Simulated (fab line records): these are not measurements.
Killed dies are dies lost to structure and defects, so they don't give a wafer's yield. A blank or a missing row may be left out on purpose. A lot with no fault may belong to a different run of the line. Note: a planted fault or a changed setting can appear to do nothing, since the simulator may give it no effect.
A struck lot beside a sound one | flow sky130 | 25 steps out of a route of 708
Sound: wafers L330.1, L330.2, L330.6. Struck: wafer L333.5 (left out: L333.1, L333.3 of the same lot, which were not struck); the cause appears at the end.
Per side, at each step with rows, come the tool, then ch with its chambers, and then its first start. Under that, the readings that differ: sound wafers | struck wafers | difference of the means | sigmas: that difference in standard deviations of wafers without a fault.
alike: readings with means less than 2 such deviations apart, plus words and numbers identical on both sides. not compared: withheld readings, readings lacking a value on some wafer, bounds such as >300 that could conceal the same value, and numbers that have no deviation in the record and whose values overlap.
A row with sigmas, a row that says differs or no value, or rows on one side alone: a step with any of these is where the two part. Non-overlapping numbers with no deviation appear without sigmas and do not part them. A reading missing from all wafers of one side parts the sides only when that side holds two or more wafers.

first, 3 steps without rows for these wafers: SKY_LOCAL_INTERCONNECT_STRIP_16 (strips in post etch residue remover, time 1200 s); SKY_LOCAL_INTERCONNECT_CLEAN_17 (cleans in IPA, time 180 s); SKY_LOCAL_INTERCONNECT_CLEAN_18 (cleans in O3/DIW).
SKY_CONTACT_CVD_00: deposits Si3N4, target thk 75 nm.
  sound on pecvd-01 ch 0,1,2, day 32 04:48; struck on pecvd-03 ch 0, day 33 01:28
  alike: heater power outer w, heater power w
SKY_CONTACT_THK_MEAS_01:
  sound on film metro-03 at day 32 04:50; struck on film metro-03 at day 33 01:31
  alike: CONTACT_CVD_00_THK
then, 1 step without rows for these wafers: SKY_CONTACT_HDPCVD_02 (deposits SiO2, target thk 565 nm, time 94.2 s).
SKY_CONTACT_THK_MEAS_03:
  sound on film metro-03 at day 32 04:58; struck on film metro-02 at day 33 01:38
  alike: CONTACT_HDPCVD_THK
SKY_CONTACT_CMP_04: polishes SiO2.
  sound on cmp-02 ch 2,3, day 32 05:06; struck on cmp-01 ch 0, day 33 01:45
  reading             | sound          | struck | difference | sigmas
  motor current A (A) | 13.3 13.9 13.3 | 10.3   | -3.2       | -3
  alike: time to endpoint s
SKY_CONTACT_BOW_MEAS_05:
  sound on film metro-02 at day 32 05:24; struck on film metro-03 at day 33 02:00
  alike: CONTACT_BOW
then, 3 steps without rows for these wafers: SKY_CONTACT_DEHYDRATE_06 (time 60 s); SKY_CONTACT_HMDS_07 (prime time 60 s); SKY_CONTACT_COAT_08 (resist thk 60 nm).
SKY_CONTACT_COAT_09: resist thk 450 nm.
  sound on litho track-03 ch 0, day 32 19:00; struck on litho track-03 ch 0, day 33 15:00
  reading                                        | sound             | struck | difference | sigmas
  resist line temp C (C)                         | 23.15 23.14 23.11 | 22.87  | -0.26      | -2
  model.KrF-thick_of_CONTACT_COAT_09.thk nm (nm) | 451.3 449.7 448.9 | 398    | -52        |
then, 4 steps without rows for these wafers: SKY_CONTACT_SOFTBAKE_10 (time 90 s); SKY_CONTACT_EXPOSE_11 (exposes mask CTM1, target cd 170 nm); SKY_CONTACT_PEB_12; SKY_CONTACT_DEVELOP_13 (develop time 60 s).
SKY_CONTACT_CD_MEAS_14 targets a cd of 170 nm.
  sound on cd sem-02 at day 33 08:43; struck on cd sem-01 at day 34 04:49
  reading    | sound             | struck | difference | sigmas
  cd nm (nm) | 168.7 169.1 168.1 | 173.4  | +4.8       | +3
SKY_CONTACT_OVL_MEAS_15:
  sound on overlay-01 at day 33 08:50; struck on overlay-02 at day 34 04:56
  alike: CONTACT_OVL
SKY_CONTACT_ETCH_16: etches BARC in N2/H2, stops on SiO2, time 45.9 s, target depth 60 nm.
  sound on rie diel-01 ch 0,1,2, day 33 08:52; struck on rie diel-03 ch 0, day 34 04:58
  reading               | sound             | struck | difference | sigmas
  oes product au (a.u.) | 0.862 0.852 0.862 | 0.848  | -0.011     | -2
  alike: drypump motor current A, throttle valve pct
  not compared: rf hours counter h
SKY_CONTACT_ETCH_17: etches SiO2 in C4F8/O2/Ar, stops on Si3N4, target depth 340 nm.
  sound on rie diel-01 ch 0,1,2, day 33 08:55; struck on rie diel-03 ch 0, day 34 05:01
  alike: oes product au
SKY_CONTACT_ETCH_18: etches Si3N4 in CHF3/O2, stops on TiN, time 39 s, target depth 75 nm.
  sound: rie diel-01 ch 0,1,2; struck: rie diel-03 ch 0
  reading                                        | sound             | struck | difference | sigmas
  throttle valve pct (%)                         | 8.775 8.788 8.788 | 8.807  | +0.023     | +2
  model.KrF-thick_of_CONTACT_COAT_09.thk nm (nm) | 245.5 242.3 241.7 | 191.9  | -51.3      |
  alike: drypump motor current A, oes product au
  not compared: rf hours counter h
SKY_CONTACT_STRIP_19: strips in O2/N2.
  sound on plasma asher-04 ch 0,1, day 33 09:01; struck on plasma asher-01 ch 1, day 34 05:07
  reading                      | sound             | struck | difference | sigmas
  oes product au (a.u.)        | 0.387 0.377 0.375 | 0.358  | -0.022     | -5
  strip time to endpoint s (s) | 3.64 3.60 3.60    | 3.06   | -0.55      | -16
  alike: drypump motor current A, o2 flow sccm
  not compared: rf hours counter h
then, 2 steps without rows for these wafers: SKY_CONTACT_STRIP_20 (strips in post etch residue remover, time 1200 s); SKY_PAD_OPEN_PROBE_99.

== WHERE THEY PART ==
First at SKY_CONTACT_CMP_04; last, within this record, at SKY_CONTACT_STRIP_19.

WHY: what the simulator had put in
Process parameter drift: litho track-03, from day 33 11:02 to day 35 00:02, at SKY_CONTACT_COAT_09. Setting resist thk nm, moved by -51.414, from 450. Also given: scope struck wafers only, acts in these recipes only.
